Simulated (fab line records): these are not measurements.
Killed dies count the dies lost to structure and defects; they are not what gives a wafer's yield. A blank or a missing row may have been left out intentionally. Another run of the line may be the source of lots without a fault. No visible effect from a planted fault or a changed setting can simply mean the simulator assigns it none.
Tool commonality check + flow gf180mcu + Lots sampled 12, wafers sampled 36

== WHY IT WAS OPENED ==
At GF_POLY_GATE_CD_MEAS_10 the reading cd_nm is flagged on 1 of 12 lots. Wafers without a fault read 280.0 nm, standard deviation 1.2.
Rule: a lot gets a flag if all its wafers with a number sit over 4 standard deviations from that mean, or if no wafer of it has a number. The rest of the lots are taken to be sound.

| lot  | measured     | on        | cd_nm (nm), wafer by wafer | flag    |
|------|--------------|-----------|----------------------------|---------|
| L856 | day 9 16:51  | cd_sem-01 | 278.2 277.8 279.8          |         |
| L858 | day 10 15:41 | cd_sem-02 | 279.4 279.9 278.5          |         |
| L860 | day 11 05:33 | cd_sem-02 | 280.6 280.1 280.9          |         |
| L862 | day 11 13:07 | cd_sem-01 | 321.8 323.4 322.5          | FLAGGED |
| L863 | day 11 23:38 | cd_sem-01 | 279.0 279.4 278.7          |         |
| L864 | day 12 19:43 | cd_sem-02 | 278.0 280.9 279.5          |         |
| L868 | day 13 06:30 | cd_sem-01 | 279.1 279.1 279.1          |         |
| L872 | day 14 08:55 | cd_sem-01 | 281.1 280.4 281.6          |         |
| L873 | day 14 12:28 | cd_sem-02 | 281.2 281.3 281.4          |         |
| L874 | day 14 15:07 | cd_sem-01 | 280.5 281.8 279.6          |         |
| L876 | day 15 12:02 | cd_sem-02 | 281.0 279.9 280.0          |         |
| L877 | day 15 19:10 | cd_sem-02 | 279.8 281.4 281.6          |         |
The numbers of the flagged lots are 322.6 nm on average: +42.6 nm against the usual, or +35 standard deviations.

== WHICH TOOL EACH LOT WENT THROUGH ==
Before the reading, the record contains 2 process steps out of a 602-step route. Cell contents, in order: the tool; ch with the chambers the sampled wafers went through; the start.
| lot  | flag    | GF_MVSD_STRIP_10                     | GF_POLY_GATE_EXPOSE_07            |
|------|---------|--------------------------------------|-----------------------------------|
| L856 |         | plasma_asher-04 ch 0,1, day 4 20:56  | krf_scanner-01 ch 0, day 9 08:43  |
| L858 |         | plasma_asher-01 ch 0,1, day 5 11:35  | krf_scanner-01 ch 0, day 10 07:39 |
| L860 |         | plasma_asher-04 ch 0, day 5 20:56    | krf_scanner-01 ch 0, day 10 21:19 |
| L862 | FLAGGED | plasma_asher-04 ch 0,1, day 6 08:00  | krf_scanner-02 ch 0, day 11 04:14 |
| L863 |         | plasma_asher-01 ch 0,1, day 6 12:54  | krf_scanner-02 ch 0, day 11 15:35 |
| L864 |         | plasma_asher-04 ch 0,1, day 6 22:12  | krf_scanner-02 ch 0, day 12 11:01 |
| L868 |         | plasma_asher-04 ch 1, day 7 17:49    | krf_scanner-01 ch 0, day 12 20:49 |
| L872 |         | plasma_asher-01 ch 0,1, day 8 17:49  | krf_scanner-02 ch 0, day 13 22:47 |
| L873 |         | plasma_asher-04 ch 0, day 9 01:45    | krf_scanner-02 ch 0, day 14 02:49 |
| L874 |         | plasma_asher-04 ch 0,1, day 9 05:59  | krf_scanner-02 ch 0, day 14 04:58 |
| L876 |         | plasma_asher-02 ch 0,1, day 9 17:50  | krf_scanner-02 ch 0, day 15 01:23 |
| L877 |         | plasma_asher-02 ch 0,1, day 10 00:02 | krf_scanner-02 ch 0, day 15 08:20 |
What is done by these steps:
- GF_MVSD_STRIP_10: strips in O2/N2.
- GF_POLY_GATE_EXPOSE_07: exposes mask Poly2, target cd 280 nm.
- GF_POLY_GATE_CD_MEAS_10: target cd 280 nm.

== FLAGGED AGAINST TOTAL, ONE TOOL AT A TIME (gauges that did the reading follow at the end) ==
| step                    | tool            | lots run | flagged | share of the flagged lots | sound lots run after its first flagged lot |
|-------------------------|-----------------|----------|---------|---------------------------|--------------------------------------------|
| GF_MVSD_STRIP_10        | plasma_asher-01 | 3        | 0       | none                      | -                                          |
| GF_MVSD_STRIP_10        | plasma_asher-02 | 2        | 0       | none                      | -                                          |
| GF_MVSD_STRIP_10        | plasma_asher-04 | 7        | 1       | all                       | 4 (L864,L868,L873,L874)                    |
| GF_POLY_GATE_EXPOSE_07  | krf_scanner-01  | 4        | 0       | none                      | -                                          |
| GF_POLY_GATE_EXPOSE_07  | krf_scanner-02  | 8        | 1       | all                       | 7 (L863,L864,L872,L873,L874,L876,L877)     |
| GF_POLY_GATE_CD_MEAS_10 | cd_sem-01       | 6        | 1       | all                       | 4 (L863,L868,L872,L874)                    |
| GF_POLY_GATE_CD_MEAS_10 | cd_sem-02       | 6        | 0       | none                      | -                                          |

== WHAT THE TABLE ALLOWS ==
3 rows of the table ran every flagged lot: plasma_asher-04 at GF_MVSD_STRIP_10, krf_scanner-02 at GF_POLY_GATE_EXPOSE_07, cd_sem-01 at GF_POLY_GATE_CD_MEAS_10.
- plasma_asher-04 at GF_MVSD_STRIP_10 ran 7 lots, 1 of them flagged. Sound lots ran on it after the first flagged one (L864, L868, L873, L874), which a lasting fault on the whole tool wouldn't allow.
- krf_scanner-02 at GF_POLY_GATE_EXPOSE_07 ran 8 lots, 1 of them flagged. Sound lots ran on it after the first flagged one (L863, L864, L872, L873, L874, L876, L877), which a lasting fault on the whole tool wouldn't allow.
- cd_sem-01 at GF_POLY_GATE_CD_MEAS_10 ran 6 lots, 1 of them flagged. Sound lots ran on it after the first flagged one (L863, L868, L872, L874), which a lasting fault on the whole tool wouldn't allow.
There is no row in the table that ran each flagged lot and no sound lot after the first.

== WHAT THE SIMULATOR HAD PUT IN ==
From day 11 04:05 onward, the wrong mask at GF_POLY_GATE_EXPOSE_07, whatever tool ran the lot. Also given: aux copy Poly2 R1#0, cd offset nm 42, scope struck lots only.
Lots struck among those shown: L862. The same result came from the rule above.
